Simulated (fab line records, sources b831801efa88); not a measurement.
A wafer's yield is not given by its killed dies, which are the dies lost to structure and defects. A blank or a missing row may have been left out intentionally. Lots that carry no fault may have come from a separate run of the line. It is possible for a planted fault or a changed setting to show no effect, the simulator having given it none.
Chamber matching / flow gf180mcu / 4 sister chambers for GF_POLY_GATE_ETCH_13 on rieSi-02
The step etches poly-Si in HBr/Cl2, stops on SiO2, target depth 198.5 nm, time 69.6 s. 4 wafers are shown with their chamber, then 7 later ones without.

WAFERS, EACH WITH ITS CHAMBER
wafer=L821.3; chamber=3; drypumpMotorCurrentA (A)=5.6
wafer=L821.4; chamber=1; drypumpMotorCurrentA (A)=5.7
wafer=L822.1; chamber=0; drypumpMotorCurrentA (A)=4.8
wafer=L822.6; chamber=2; drypumpMotorCurrentA (A)=5.8

WAFERS WITHOUT THEIR CHAMBER
wafer=L823.1; drypumpMotorCurrentA (A)=5.7
wafer=L823.2; drypumpMotorCurrentA (A)=4.8
wafer=L823.5; drypumpMotorCurrentA (A)=5.8
wafer=L828.5; drypumpMotorCurrentA (A)=4.8
wafer=L830.4; drypumpMotorCurrentA (A)=5.6
wafer=L830.6; drypumpMotorCurrentA (A)=5.9
wafer=L831.3; drypumpMotorCurrentA (A)=5.9

WHICH CHAMBER EACH WENT THROUGH
wafer=L823.1; from the rows above=can't be placed: 1 or 2 or 3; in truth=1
wafer=L823.2; from the rows above=0; in truth=0
wafer=L823.5; from the rows above=can't be placed: 2 or 1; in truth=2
wafer=L828.5; from the rows above=0; in truth=0
wafer=L830.4; from the rows above=can't be placed: 3 or 1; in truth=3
wafer=L830.6; from the rows above=can't be placed: 2 or 1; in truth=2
wafer=L831.3; from the rows above=can't be placed: 2 or 1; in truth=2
2 of 7 placed correctly. Unplaceable from these rows: 5, with the true chamber sitting among the candidates in 5. Wrongly placed: 0.
How it was worked out, from the rows above alone: a wafer's distance from a chamber is the root of the sum, over the readings, of the square of ((its reading less the chamber's mean) divided by the reading's scatter). If the next closest chamber is less than 2 further off than the closest, the wafer can't be placed; otherwise it belongs to the closest. A chamber's mean is the mean of its shown wafers. The scatter: with one shown wafer a chamber, the root of the mean of the squares of how far each hidden wafer lies from its nearest shown one.
